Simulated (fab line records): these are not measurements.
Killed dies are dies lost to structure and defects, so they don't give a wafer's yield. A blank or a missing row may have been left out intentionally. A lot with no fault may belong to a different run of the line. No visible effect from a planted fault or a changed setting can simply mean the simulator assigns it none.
fab line records	flow sky130
[record] lots = 6	wafers = 18	last-day = 50
route steps=708 shown CAPM@548 METAL3@555
lots untouched by any fault: they come from a run of this same line in which no faults occurred
start-h: hours from the record's first day to the start of the lot's first wafer shown	wait-h: time in hours since the lot's previous step	" same as the row above	L1.1+2: a row that stands for several wafers	- either no value or no given start	* or withheld: withheld	< > ~ a bound
route shown NAME@n: a module of which the file shows steps, and the number in the route of the first	usual: the fault-free wafers' mean and standard deviation	same: alike in all rows	chamber/n: place in a boat	sites: the reading at each site	_std_site: the standard deviation of these	_edge_site: inner sites' mean taken away from outer sites' mean	radius-mm: how far each site lies from the wafer's centre	mask NAME#n: copy n	behind: the most recent tool/chamber to have shaped the wafer	hold: reason for holding the lot/hours on hold/outcome of the hold	device: which transistor (n, p or np) failed to switch	end of line: the tests these same wafers got at the end of their route	a step without rows: its recipe alone	killed: count of dies lost to structure and defects at first sort (not the wafer's yield)	map: shows each die of a wafer: x if killed, . if not, _ if none is there
set.NAME: the setting as run; set.NAME@STEP: as run at that earlier step	model.NAME: the simulator's own value behind a step, which no gauge read
a table for each step, a row for each wafer; lots at some steps of the route
services: the hour from which a tool's chamber was out of use, counted from the record's first day as start-h (under 0 if before that day), plus the number of hours and why
[[steps]]
[step SKY_CAPM_DEVELOP_11]
[recipe] resist = NOVOLAK	developer = TMAH	develop-time-s = 60	dev-temp-c = 23
[step SKY_CAPM_OVL_MEAS_12]
[usual] CAPM_OVL = 0.4/1.2
lot.wafer	tool	chamber	start-h	wait-h	CAPM_OVL[nm]
L682.1	overlay-02	-	888.91	0.1	-1.4
L682.2	"	-	"	"	-1.7
L682.5	"	-	"	"	-1.1
L683.2	overlay-02	-	891.97	0.1	-0.9
L683.4	"	-	"	"	0.4
L683.5	"	-	"	"	0.3
L686.2	overlay-01	-	923.82	0.1	2.8
L686.5	"	-	"	"	0.2
L686.6	"	-	"	"	1.3
L687.4	overlay-01	-	934.28	0.1	2.8
L687.5	"	-	"	"	2.3
L687.6	"	-	"	"	-0.6
L688.1	overlay-01	-	943.22	0.1	-0.7
L688.2	"	-	"	"	-1.8
L688.6	"	-	"	"	0.2
L701.1	overlay-01	-	1024.91	0.1	-2.5
L701.2	"	-	"	"	-1.2
L701.6	"	-	"	"	-0.9
[step SKY_CAPM_METAL_ETCH_13]
[recipe] target-depth-nm = 220	stop-on = SiO2	chemistry = Cl2/BCl3	target = TiN	pressure-mtorr = 10	icp-w = 900	bias-w = 48.5	Cl2_flow_sccm = 60	bcl3-flow-sccm = 30	time-s = 62.9
[usual] chamber-pressure-mTorr = 10.000/0.0086	drypump-motor-current-A = 5.6/0.32	oes-product-au = 0.939/0.0085	throttle-valve-pct = 21.904/0.011
[same] time-s = 62.9
lot.wafer	tool	chamber	start-h	wait-h	chamber-pressure-mTorr	drypump-motor-current-A	oes-product-au	rf-hours-counter-h	throttle-valve-pct
L682.1	rie-metal-03	0	888.95	0.0	9.989	5.8	0.945	2	21.909
L682.2	"	1	"	"	10.008	5.5	0.936	16	21.893
L682.5	"	1	"	"	9.996	5.5	0.931	-	21.907
L683.2	rie-metal-02	0	892.00	0.0	10.007	6.0	0.942	14	21.900
L683.4	"	0	"	"	10.003	5.9	0.937	-	21.902
L683.5	"	0	"	"	10.008	6.0	0.947	-	21.909
L686.2	rie-metal-03	1	923.85	0.0	9.999	5.5	0.938	18	21.926
L686.5	"	0	"	"	10.001	5.8	0.937	-	21.910
L686.6	"	1	"	"	9.990	5.5	0.933	-	21.905
L687.4	rie-metal-02	1	934.33	0.0	10.006	5.7	0.943	-	21.907
L687.5	"	1	"	"	9.987	5.7	0.932	-	21.910
L687.6	"	0	"	"	9.995	5.9	0.936	-	21.898
L688.1	rie-metal-02	0	943.25	0.0	9.996	5.9	0.923	16	21.900
L688.2	"	1	"	"	10.004	5.7	0.922	5	21.914
L688.6	"	0	"	"	9.995	5.9	0.942	-	21.922
L701.1	rie-metal-02	1	1024.95	0.0	9.989	5.7	0.950	9	21.892
L701.2	"	0	"	"	10.001	6.0	0.938	21	21.901
L701.6	"	0	"	"	10.001	6.0	0.948	-	21.893
[step SKY_CAPM_STRIP_14]
[recipe] chemistry = O2/N2	power-w = 1400	pressure-mtorr = 1500	platen-temp-c = withheld	o2-flow-sccm = 3000	n2-flow-sccm = 300	overash-fraction = 0.5
[usual] chamber-pressure-mTorr = 1499/4.7	drypump-motor-current-A = 5.7/0.5	oes-product-au = 0.710/0.0047	strip-time-to-endpoint-s = 12.67/0.048
lot.wafer	tool	chamber	start-h	wait-h	chamber-pressure-mTorr	drypump-motor-current-A	oes-product-au	rf-hours-counter-h	strip-time-to-endpoint-s
L682.1	plasma-asher-02	0	889.03	0.1	1500	5.5	0.720	45	12.63
L682.2	"	1	"	"	1500	5.4	0.713	45	12.60
L682.5	"	0	"	"	1502	5.5	0.702	-	12.64
L683.2	plasma-asher-03	1	892.08	0.1	1498	5.3	0.713	107	12.60
L683.4	"	0	"	"	1502	6.5	0.704	-	12.63
L683.5	"	1	"	"	1499	5.3	0.712	-	12.62
L686.2	plasma-asher-01	1	923.93	0.1	1499	5.4	0.717	78	12.74
L686.5	"	0	"	"	1498	6.6	0.716	-	12.73
L686.6	"	1	"	"	1500	5.4	0.702	-	12.69
L687.4	plasma-asher-01	1	934.41	0.1	1501	5.4	0.701	-	12.67
L687.5	"	0	"	"	1498	6.6	0.701	-	12.71
L687.6	"	1	"	"	1501	5.4	0.707	-	12.60
L688.1	plasma-asher-01	1	943.33	0.1	1496	5.4	0.712	80	12.69
L688.2	"	0	"	"	1498	6.6	0.712	80	12.69
L688.6	"	0	"	"	1498	6.6	0.712	-	12.64
L701.1	plasma-asher-02	0	1025.03	0.1	1500	5.5	0.705	59	12.74
L701.2	"	1	"	"	1500	5.4	0.704	59	12.69
L701.6	"	1	"	"	1502	5.4	0.707	-	12.68
[step SKY_CAPM_STRIP_15]
[recipe] chemistry = post-etch-residue-remover	time-s = 1200	temp-c = 72.5
[step SKY_CAPM_CLEAN_16]
[recipe] chemistry = IPA	time-s = 180	temp-c = 25
[step SKY_CAPM_CLEAN_17]
[recipe] chemistry = O3/DIW	dry = n2-spin
[step SKY_METAL3_DEHYDRATE_05]
[recipe] temp-c = 200	time-s = 60
[step SKY_METAL3_HMDS_06]
[recipe] prime-time-s = 60	prime-temp-c = 120
[step SKY_METAL3_COAT_07]
[recipe] resist = BARC	temp-c = withheld	time-s = withheld	spin-rpm = 3000	resist-thk-nm = 60
[step SKY_METAL3_COAT_08]
[recipe] resist = KrF-thick	spin-rpm = 3000	resist-thk-nm = 1140
[step SKY_METAL3_SOFTBAKE_09]
[recipe] temp-c = 100	time-s = 90	resist = KrF-thick
[step SKY_METAL3_EXPOSE_10]
[recipe] mask-id = MM3	na = 0.68	source-shape = annular	sigma-inner = 0.4	sigma-outer = 0.8	target-cd-nm = 300	dose-mj = 28
[usual] reticle-temp-C = 23.00/0.11
lot.wafer	tool	chamber	start-h	wait-h	mask	reticle-temp-C
L682.1	krf-scanner-01	0	902.22	-	MM3#0	23.06
L682.2	"	0	"	"	MM3#0	22.96
L682.5	"	0	"	"	MM3#0	22.96
L683.2	krf-scanner-01	0	904.99	-	MM3#0	23.19
L683.4	"	0	"	"	MM3#0	23.00
L683.5	"	0	"	"	MM3#0	23.02
L686.2	krf-scanner-01	0	936.98	-	MM3#0	23.15
L686.5	"	0	"	"	MM3#0	23.08
L686.6	"	0	"	"	MM3#0	22.97
L687.4	krf-scanner-01	0	947.99	-	MM3#0	23.10
L687.5	"	0	"	"	MM3#0	23.13
L687.6	"	0	"	"	MM3#0	22.96
L688.1	krf-scanner-01	0	956.08	-	MM3#0	22.82
L688.2	"	0	"	"	MM3#0	22.87
L688.6	"	0	"	"	MM3#0	22.87
L701.1	krf-scanner-01	0	1036.96	-	MM3#0	22.96
L701.2	"	0	"	"	MM3#0	22.89
L701.6	"	0	"	"	MM3#0	23.00
[step SKY_METAL3_PEB_11]
[recipe] peb-temp-c = withheld	peb-time-s = withheld	resist = KrF-thick
[step SKY_METAL3_DEVELOP_12]
[recipe] develop-time-s = 60	resist = KrF-thick	dev-temp-c = 21
[step SKY_METAL3_CD_MEAS_13]
[recipe] target-cd-nm = 300
[usual] cd-nm = 300.2/1.6
lot.wafer	tool	chamber	start-h	wait-h	cd-nm
L682.1	cd-sem-01	-	914.68	-	301.2
L682.2	"	-	"	"	301.7
L682.5	"	-	"	"	301.8
L683.2	cd-sem-01	-	917.40	-	299.0
L683.4	"	-	"	"	300.0
L683.5	"	-	"	"	302.9
L686.2	cd-sem-01	-	950.19	-	301.3
L686.5	"	-	"	"	302.0
L686.6	"	-	"	"	302.0
L687.4	cd-sem-02	-	959.87	-	247.0
L687.5	"	-	"	"	298.7
L687.6	"	-	"	"	298.1
L688.1	cd-sem-01	-	967.73	-	248.6
L688.2	"	-	"	"	302.8
L688.6	"	-	"	"	302.0
L701.1	cd-sem-02	-	1048.12	-	300.2
L701.2	"	-	"	"	299.7
L701.6	"	-	"	"	299.9
[step SKY_METAL3_OVL_MEAS_14]
[usual] METAL3_OVL = 2/4.8
lot.wafer	tool	chamber	start-h	wait-h	METAL3_OVL[nm]
L682.1	overlay-01	-	914.80	0.1	4
L682.2	"	-	"	"	3
L682.5	"	-	"	"	7
L683.2	overlay-01	-	917.51	0.1	-4
L683.4	"	-	"	"	-2
L683.5	"	-	"	"	-2
L686.2	overlay-02	-	950.29	0.1	3
L686.5	"	-	"	"	-2
L686.6	"	-	"	"	9
L687.4	overlay-02	-	959.95	0.1	3
L687.5	"	-	"	"	-2
L687.6	"	-	"	"	-11
L688.1	overlay-01	-	967.85	0.1	5
L688.2	"	-	"	"	4
L688.6	"	-	"	"	1
L701.1	overlay-02	-	1048.24	0.1	-2
L701.2	"	-	"	"	-1
L701.6	"	-	"	"	1
[step SKY_METAL3_DESCUM_15]
[recipe] chemistry = O2	source-power-w = 150	bias-power-w = 0	pressure-mtorr = 10	temp-c = 40	time-s = 8
[usual] chamber-pressure-mTorr = 9.999/0.0094	drypump-motor-current-A = 5.66/0.21	oes-product-au = 1.003/0.0097
[same] time-s = 8
lot.wafer	tool	chamber	start-h	wait-h	chamber-pressure-mTorr	drypump-motor-current-A	oes-product-au	rf-hours-counter-h	model.METAL3.cd-nm
L682.1	rie-metal-03	0	914.84	0.0	10.007	5.80	1.008	3	301.8
L682.2	"	1	"	"	9.982	5.53	1.020	17	300.8
L682.5	"	1	"	"	10.004	5.51	1.025	-	301.3
L683.2	rie-metal-02	1	917.54	0.0	9.990	5.70	0.992	4	297.9
L683.4	"	0	"	"	10.004	5.94	1.016	-	299.5
L683.5	"	1	"	"	10.005	5.69	0.999	-	301.8
L686.2	rie-metal-02	1	950.32	0.0	10.004	5.69	0.994	5	301.1
L686.5	"	0	"	"	10.000	5.95	1.011	-	301.7
L686.6	"	1	"	"	10.004	5.69	0.999	-	301.4
L687.4	rie-metal-01	1	959.98	0.0	9.996	5.69	0.988	-	248.3
L687.5	"	1	"	"	9.999	5.67	0.993	-	300.5
L687.6	"	0	"	"	10.012	5.31	0.999	-	296.7
L688.1	rie-metal-01	1	967.89	0.0	10.000	5.68	0.991	11	249.4
L688.2	"	0	"	"	10.007	5.31	1.000	18	301.5
L688.6	"	0	"	"	9.999	5.28	1.005	-	300.4
L701.1	rie-metal-02	1	1048.28	0.0	10.004	5.68	0.998	10	299
L701.2	"	0	"	"	9.998	5.99	1.006	23	299.2
L701.6	"	0	"	"	10.015	5.96	1.012	-	299.3
[step SKY_METAL3_ETCH_16]
[recipe] chemistry = N2/H2	target = BARC	ion-energy-ev = 200	bias-w = 100	pressure-mtorr = 30	n2-flow-sccm = 100	h2-flow-sccm = 200	icp-w = 500	stop-on = SiO2	time-s = 88.2	target-depth-a = 600
[usual] chamber-pressure-mTorr = 30.004/0.029	drypump-motor-current-A = 5.67/0.22	oes-product-au = 0.626/0.0043	throttle-valve-pct = 13.204/0.0085
[same] time-s = 88.2
lot.wafer	tool	chamber	start-h	wait-h	chamber-pressure-mTorr	drypump-motor-current-A	oes-product-au	rf-hours-counter-h	throttle-valve-pct
L682.1	rie-metal-03	0	914.87	0.0	29.991	5.80	0.621	3	13.207
L682.2	"	1	"	"	30.019	5.53	0.624	17	13.190
L682.5	"	1	"	"	30.014	5.52	0.623	-	13.211
L683.2	rie-metal-02	1	917.57	0.0	30.009	5.70	0.621	4	13.208
L683.4	"	0	"	"	30.041	5.99	0.628	-	13.200
L683.5	"	1	"	"	29.950	5.69	0.632	-	13.210
L686.2	rie-metal-02	1	950.36	0.0	30.004	5.69	0.623	5	13.211
L686.5	"	0	"	"	30.012	5.96	0.619	-	13.219
L686.6	"	1	"	"	29.986	5.71	0.620	-	13.209
L687.4	rie-metal-01	1	960.03	0.0	30.013	5.69	0.626	-	13.198
L687.5	"	1	"	"	30.002	5.70	0.618	-	13.198
L687.6	"	0	"	"	29.974	5.31	0.626	-	13.214
L688.1	rie-metal-01	1	967.92	0.0	29.982	5.71	0.626	11	13.198
L688.2	"	0	"	"	30.010	5.29	0.616	18	13.201
L688.6	"	0	"	"	29.971	5.31	0.627	-	13.220
L701.1	rie-metal-02	1	1048.31	0.0	30.015	5.69	0.628	10	13.216
L701.2	"	0	"	"	30.060	5.97	0.621	23	13.215
L701.6	"	0	"	"	30.006	5.96	0.629	-	13.206
[step SKY_METAL3_ETCH_17]
[recipe] target = SiO2	stop-on = TiN	chemistry = C4F8/O2/Ar	source-w = 1500	bias-w = 1200	pressure-mtorr = 40	c4f8-flow-sccm = withheld	O2_flow_sccm = 6	Ar_flow_sccm = 300	time-s = 3.9	target-depth-a = 150
[usual] chamber-pressure-mTorr = 40.00/0.038	oes-product-au = 0.754/0.0079
[same] time-s = 3.9
lot.wafer	tool	chamber	start-h	wait-h	chamber-pressure-mTorr	oes-product-au	rf-hours-counter-h
L682.1	rie-diel-01	0	914.97	0.1	40.02	0.747	12
L682.2	"	2	"	"	40.00	0.760	20
L682.5	"	2	"	"	39.96	0.757	-
L683.2	rie-diel-01	3	917.67	0.1	39.99	0.751	17
L683.4	"	0	"	"	40.08	0.757	12
L683.5	"	2	"	"	39.92	0.760	-
L686.2	rie-diel-02	2	950.45	0.1	40.03	0.742	12
L686.5	"	3	"	"	40.05	0.745	-
L686.6	"	0	"	"	39.97	0.744	-
L687.4	rie-diel-03	2	960.11	0.0	40.01	0.749	-
L687.5	"	3	"	"	39.99	0.744	-
L687.6	"	1	"	"	39.95	0.748	-
L688.1	rie-diel-02	1	968.02	0.1	40.05	0.746	11
L688.2	"	3	"	"	40.02	0.749	10
L688.6	"	3	"	"	39.98	0.767	-
L701.1	rie-diel-03	3	1048.41	0.1	40.00	0.755	20
L701.2	"	2	"	"	39.94	0.750	13
L701.6	"	1	"	"	40.01	0.759	-
[step SKY_METAL3_METAL_ETCH_18]
[recipe] target-depth-a = 8450	stop-on = SiO2	over-etch-frac = 0.3	time-s = 183.1	chemistry = Cl2/BCl3	resist-sidewall-deg = 88	pressure-mtorr = 10	icp-w = 900	bias-w = 48.5	Cl2_flow_sccm = 60	bcl3-flow-sccm = 30
[usual] chamber-pressure-mTorr = 10.000/0.0083	drypump-motor-current-A = 5.63/0.19	oes-product-au = 0.864/0.0077	throttle-valve-pct = 22.264/0.0092
[same] time-s = 183.1
lot.wafer	tool	chamber	start-h	wait-h	chamber-pressure-mTorr	drypump-motor-current-A	oes-product-au	rf-hours-counter-h	throttle-valve-pct	model.METAL3.cd-nm
L682.1	rie-metal-01	1	914.99	0.0	10.008	5.70	0.864	9	22.264	307.7
L682.2	"	0	"	"	9.999	5.30	0.864	16	22.260	311.2
L682.5	"	1	"	"	10.000	5.67	0.873	-	22.275	311
L683.2	rie-metal-03	1	917.69	0.0	10.005	5.53	0.865	18	22.277	287.6
L683.4	"	0	"	"	10.002	5.81	0.875	-	22.257	301.3
L683.5	"	1	"	"	9.986	5.52	0.864	-	22.256	288.8
L686.2	rie-metal-01	1	950.47	0.0	10.002	5.71	0.860	10	22.274	299.9
L686.5	"	0	"	"	9.988	5.28	0.868	-	22.257	309.6
L686.6	"	1	"	"	9.995	5.69	0.864	-	22.268	300.4
L687.4	rie-metal-03	0	960.18	0.1	9.994	5.79	0.868	-	22.252	248.7
L687.5	"	0	"	"	9.991	5.78	0.862	-	22.254	298.1
L687.6	"	1	"	"	10.006	5.51	0.860	-	22.268	294.6
L688.1	rie-metal-03	1	968.04	0.0	10.001	5.52	0.849	20	22.277	243.5
L688.2	"	0	"	"	9.988	5.77	0.864	6	22.265	305.3
L688.6	"	0	"	"	10.002	5.79	0.872	-	22.256	306.4
L701.1	rie-metal-01	0	1048.42	0.0	10.020	5.31	0.864	23	22.285	302.2
L701.2	"	1	"	"	10.010	5.68	0.861	16	22.273	300
L701.6	"	0	"	"	9.996	5.30	0.861	-	22.274	302.6
[step SKY_METAL3_STRIP_19]
[recipe] chemistry = O2/N2	power-w = 1400	pressure-mtorr = 1500	platen-temp-c = withheld	o2-flow-sccm = 3000	n2-flow-sccm = 300	overash-fraction = 0.5
[usual] chamber-pressure-mTorr = 1500.2/1.4	drypump-motor-current-A = 5.7/0.54	oes-product-au = 0.501/0.0054	strip-time-to-endpoint-s = 6.50/0.08
lot.wafer	tool	chamber	start-h	wait-h	chamber-pressure-mTorr	drypump-motor-current-A	oes-product-au	rf-hours-counter-h	strip-time-to-endpoint-s
L682.1	plasma-asher-01	0	915.16	0.1	1499.5	6.6	0.506	78	6.55
L682.2	"	1	"	"	1501.3	5.4	0.499	78	6.51
L682.5	"	0	"	"	1499.9	6.6	0.506	-	6.62
L683.2	plasma-asher-02	0	917.86	0.1	1499.2	5.5	0.490	48	6.32
L683.4	"	0	"	"	1497.6	5.5	0.501	-	6.45
L683.5	"	0	"	"	1497.3	5.5	0.487	-	6.34
L686.2	plasma-asher-01	1	950.65	0.1	1499.4	5.4	0.507	81	6.65
L686.5	"	0	"	"	1500.3	6.5	0.506	-	6.56
L686.6	"	1	"	"	1498.8	5.4	0.505	-	6.61
L687.4	plasma-asher-01	1	960.33	0.1	1498.8	5.4	0.504	-	6.52
L687.5	"	0	"	"	1499.7	6.6	0.498	-	6.52
L687.6	"	1	"	"	1499.3	5.4	0.491	-	6.38
L688.1	plasma-asher-04	1	968.21	0.1	1500.9	5.3	0.502	22	6.46
L688.2	"	0	"	"	1501.2	5.3	0.500	22	6.54
L688.6	"	0	"	"	1500.2	5.3	0.507	-	6.47
L701.1	plasma-asher-01	0	1048.60	0.1	1499.5	6.5	0.508	89	6.51
L701.2	"	1	"	"	1499.8	5.4	0.510	89	6.64
L701.6	"	1	"	"	1501.1	5.4	0.499	-	6.53
[[services]]
tool	chamber	start-h	hours	kind
krf-scanner-01	-	890.05	0.3	repair
rie-diel-02	1	897.06	14.5	repair
rie-diel-01	2	897.63	7.3	repair
rie-diel-03	-	902.65	15.6	pm
plasma-asher-01	-	904.09	1.9	repair
rie-metal-01	0	906.59	1.2	repair
rie-diel-01	1	908.34	7.2	repair
plasma-asher-01	-	918.16	0.6	repair
rie-diel-01	-	927.41	2.8	pm
rie-diel-02	3	927.68	4.2	repair
rie-diel-03	1	928.77	10.6	repair
krf-scanner-01	-	931.50	1.3	pm
krf-scanner-01	-	954.20	0.3	repair
plasma-asher-02	-	964.40	2.8	pm
krf-scanner-01	-	965.79	0.1	repair
krf-scanner-01	-	968.71	0.8	pm
plasma-asher-02	-	990.95	1.4	repair
rie-metal-03	-	992.67	2.0	repair
rie-metal-02	1	1007.36	17.4	repair
plasma-asher-02	-	1009.26	1.1	repair
krf-scanner-01	-	1013.31	15.5	repair
plasma-asher-01	-	1023.84	16.7	repair
rie-metal-02	0	1028.66	1.0	repair
krf-scanner-01	-	1033.26	1.0	pm
[[key]]
[first-sign] step = SKY_METAL3_CD_MEAS_13	reading = cd-nm	direction = down	sigmas = 33	usual = 300.2	struck = 247.8
effect none on later readings
[model-effect] step = SKY_METAL3_DESCUM_15	value = METAL3.cd-nm	without = 301.9	struck = 248.9
[model-effect] step = SKY_METAL3_METAL_ETCH_18	value = METAL3.cd-nm	without = 299.1	struck = 246.1
met-at SKY_METAL3_EXPOSE_10
struck-wafers L687.4,L688.1
sort-left-out L687.4,L688.1
onset-between 936.98 947.99
[fault] kind = process-parameter-drift	tool = krf-scanner-01	chamber = -	onset-h = 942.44	steps = SKY_METAL3_EXPOSE_10	channel = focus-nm	offset = 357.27	shape = step	end-h = 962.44	scope = struck-wafers-only
// sort-left-out: the simulated sort isn't trusted on such a fault, so these wafers' sort isn't shown, and their yield isn't known
